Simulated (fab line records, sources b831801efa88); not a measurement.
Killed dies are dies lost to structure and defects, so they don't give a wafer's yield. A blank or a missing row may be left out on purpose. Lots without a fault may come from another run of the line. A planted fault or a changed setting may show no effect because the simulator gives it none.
Which tool did it? | flow gf180mcu | 14 lots, 42 wafers sampled, at 3 steps of a route of 602

WHAT THE GAUGES READ, wafer by wafer
GF_V5_THK_MEAS_01.
lot  | measured     | on            | V5_CVD_00_THK (nm)
L647 | day 26 07:53 | film_metro-03 | 295 291 296
L648 | day 26 20:03 | film_metro-01 | 304 302 297
L649 | day 27 04:40 | film_metro-01 | 304 306 308
L650 | day 27 06:56 | film_metro-03 | 308 303 303
L651 | day 27 12:19 | film_metro-01 | 300 306 305
L652 | day 27 21:01 | film_metro-03 | 301 304 303
L653 | day 28 07:28 | film_metro-04 | 297 298 297
L654 | day 28 10:07 | film_metro-04 | 307 308 302
L655 | day 28 22:30 | film_metro-03 | 304 309 306
L658 | day 29 17:22 | film_metro-01 | 307 309 298
L661 | day 30 16:51 | film_metro-03 | 305 302 305
L662 | day 30 22:45 | film_metro-03 | 286 297 291
L666 | day 32 00:23 | film_metro-04 | 298 297 300
L670 | day 32 20:52 | film_metro-03 | 303 306 304

GF_V5_CD_MEAS_14: target cd 260 nm.
lot  | measured     | on        | cd_nm (nm)
L647 | day 27 05:20 | cd_sem-02 | 259.9 258.9 260.6
L648 | day 27 16:17 | cd_sem-02 | 259.1 258.5 259.4
L649 | day 28 01:02 | cd_sem-01 | 258.7 259.1 259.7
L650 | day 28 03:29 | cd_sem-02 | 261.7 261.3 262.1
L651 | day 28 08:13 | cd_sem-01 | 261.1 262.3 261.3
L652 | day 28 16:41 | cd_sem-02 | 260.2 261.1 259.0
L653 | day 29 03:47 | cd_sem-02 | 257.8 259.3 259.4
L654 | day 29 05:53 | cd_sem-02 | 259.6 260.7 260.2
L655 | day 29 18:00 | cd_sem-02 | 260.9 259.9 259.9
L658 | day 30 11:44 | cd_sem-01 | 257.8 258.7 259.2
L661 | day 31 10:44 | cd_sem-01 | 259.1 259.4 261.2
L662 | day 31 17:17 | cd_sem-01 | 259.4 259.3 258.9
L666 | day 32 17:02 | cd_sem-02 | 260.3 260.5 261.4
L670 | day 33 13:10 | cd_sem-01 | 258.1 258.7 257.5

WHICH TOOL RAN EACH LOT (tool, then ch and the chambers of the sampled wafers, then the start)
lot  | GF_CONTACT_CLEAN_20
L647 | wet_bench-01 ch 3, day 16 04:30
L648 | wet_bench-03 ch 2, day 16 15:32
L649 | wet_bench-03 ch 2, day 17 01:08
L650 | wet_bench-03 ch 1, day 17 05:09
L651 | wet_bench-01 ch 3, day 17 12:13
L652 | wet_bench-04 ch 0, day 17 21:24
L653 | wet_bench-03 ch 3, day 18 07:31
L654 | wet_bench-04 ch 3, day 18 11:44
L655 | wet_bench-01 ch 2, day 19 02:03
L658 | wet_bench-04 ch 2, day 20 04:18
L661 | wet_bench-03 ch 2, day 21 07:13
L662 | wet_bench-03 ch 1, day 21 16:58
L666 | wet_bench-04 ch 3, day 23 01:39
L670 | wet_bench-04 ch 3, day 24 06:40
- GF_CONTACT_CLEAN_20: cleans in DIW.

WHAT THE TOOLS THEMSELVES READ (means of the sampled wafers that have a number; where no wafer has one, the mark that the record gives instead)
The record holds no such reading with a usual standard deviation.

THE ANSWER, worked out from the rows above alone
Rule: what is usual is taken from the lots themselves. Put in order of their means at a reading, lots are off if they are a third of the lots or fewer, leave a main group of 4 or more, and stand apart from it by a gap of 3 or more times the standard deviation of the main group's means; of several such gaps the widest counts. A main group whose means are all the same, to the digits that the tables above print for the reading, isn't used. A lot without any number at a reading at which 4 lots or more have one is off too. The other lots that the step has rows for count as sound. The gauges are gone through in route order, then the tools' own readings, and for those a lot's mean is taken as printed above. The first step at which some lot is off is used, and at that step the reading that is off furthest; a lot without a number counts as furthest.
No lot is off at any reading shown: from this, nothing can be told.

WHAT THE SIMULATOR HAD PUT IN
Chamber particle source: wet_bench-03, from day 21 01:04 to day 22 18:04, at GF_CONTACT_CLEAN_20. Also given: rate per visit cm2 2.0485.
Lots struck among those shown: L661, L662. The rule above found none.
